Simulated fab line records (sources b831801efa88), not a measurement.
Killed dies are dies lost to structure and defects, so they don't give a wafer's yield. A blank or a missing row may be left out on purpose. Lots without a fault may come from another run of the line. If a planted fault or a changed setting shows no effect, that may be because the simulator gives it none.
Struck lot and sound lot, side by side | flow gf180mcu | 18 steps out of a route of 602
Sound: the wafers L535.2, L535.5, L535.6. Wafers struck: L545.2, L545.4, L545.5. The cause is given at the end.
At each step with rows: each side's tool, then ch and its chambers, then its first start. Under that, the readings that differ: sound wafers | struck wafers | difference of the means | sigmas: that difference in standard deviations of wafers without a fault.
alike: same words and numbers on both sides, and readings whose means sit less than 2 such deviations apart. not compared: any withheld reading, any reading some wafer has no value for, any bound like >300 that may hide the same value, and any number with overlapping values for which the record gives no deviation.
A row with sigmas, a row that says differs or no value, or rows on one side alone: a step with any of these is where the two part. When numbers do not overlap yet have no deviation, they are printed without sigmas and do not part them. A reading that every wafer of one side lacks parts them only if that side has two wafers or more.

first, 1 step without rows for these wafers: GF_HV_LDD_CLEAN_51 (cleans in SC1/SC2, time 150 s).
GF_HV_LDD_RTA_52: time 10 s.
  sound on rtp-anneal-01 ch 0, day 13 15:53; struck on rtp-anneal-02 ch 0, day 16 23:56
  alike: lamp-power-pct, wafer_temp_C_max
GF_HV_LDD_RS_MEAS_53: measures by four-point-probe.
  struck on film-metro-02, day 17 00:01; sound on film-metro-03, day 13 15:58
  alike: HV_LDD_RS
then, 1 step without rows for these wafers: GF_HV_LDD_CVD_54 (deposits SiO2 from TEOS, target thk 10 nm, time 75 s).
GF_HV_LDD_THK_MEAS_55:
  struck on film-metro-02, day 17 01:08; sound on film-metro-03, day 13 17:05
  alike: HV_LDD_CVD_54_THK
then, 1 step without rows for these wafers: GF_HV_LDD_CVD_56 (deposits Si3N4 from DCS/NH3, target thk 90 nm, time 1543 s).
GF_HV_LDD_THK_MEAS_57:
  struck on film-metro-02, day 17 02:38; sound on film-metro-02, day 13 18:35
  alike: HV_LDD_CVD_56_THK
GF_HV_LDD_ETCHBACK_58: etches Si3N4 in CH3F/O2, stops on SiO2, time 100 s, target depth 90 nm.
  sound on rie-diel-01 ch 0,2,3, day 13 18:38; struck on rie-diel-04 ch 0,3, day 17 02:41
  alike: drypump-motor-current-A, oes-product-au, throttle-valve-pct
  not compared: rf-hours-counter-h
then, 4 steps without rows for these wafers: GF_NSD_DEHYDRATE_00 (time 60 s); GF_NSD_HMDS_01 (prime time 60 s); GF_NSD_COAT_02 (resist thk 1000 nm); GF_NSD_SOFTBAKE_03 (time 60 s).
GF_NSD_EXPOSE_04: exposes mask Nplus, target cd 400 nm.
  sound on iline-stepper-02 ch 0, day 14 04:41; struck on iline-stepper-02 ch 0, day 17 14:19
  reading                     | sound             | struck               | difference | sigmas
  model.NSD.overlay-x-nm (nm) | 2.378 2.378 2.378 | -79.93 -79.93 -79.93 | -82.31     |
  alike: mask
then, 2 steps without rows for these wafers: GF_NSD_PEB_05; GF_NSD_DEVELOP_06 (develop time 60 s).
GF_NSD_CD_MEAS_07: target cd 400 nm.
  struck on cd-sem-02, day 18 01:50; sound on cd-sem-01, day 14 14:32
  alike: cd-nm
GF_NSD_OVL_MEAS_08:
  struck on overlay-01, day 18 02:08; sound on overlay-01, day 14 14:38
  reading      | sound       | struck            | difference | sigmas
  NSD_OVL (nm) | 2.0 0.9 1.9 | -78.3 -78.0 -78.3 | -79.8      | -53
  not compared: hold
then, 1 step without rows for these wafers: GF_PASSIVATION_PROBE_99.

== WHERE THEY PART ==
Within this record, at GF_NSD_OVL_MEAS_08 only.

WHY: the cause the simulator had injected
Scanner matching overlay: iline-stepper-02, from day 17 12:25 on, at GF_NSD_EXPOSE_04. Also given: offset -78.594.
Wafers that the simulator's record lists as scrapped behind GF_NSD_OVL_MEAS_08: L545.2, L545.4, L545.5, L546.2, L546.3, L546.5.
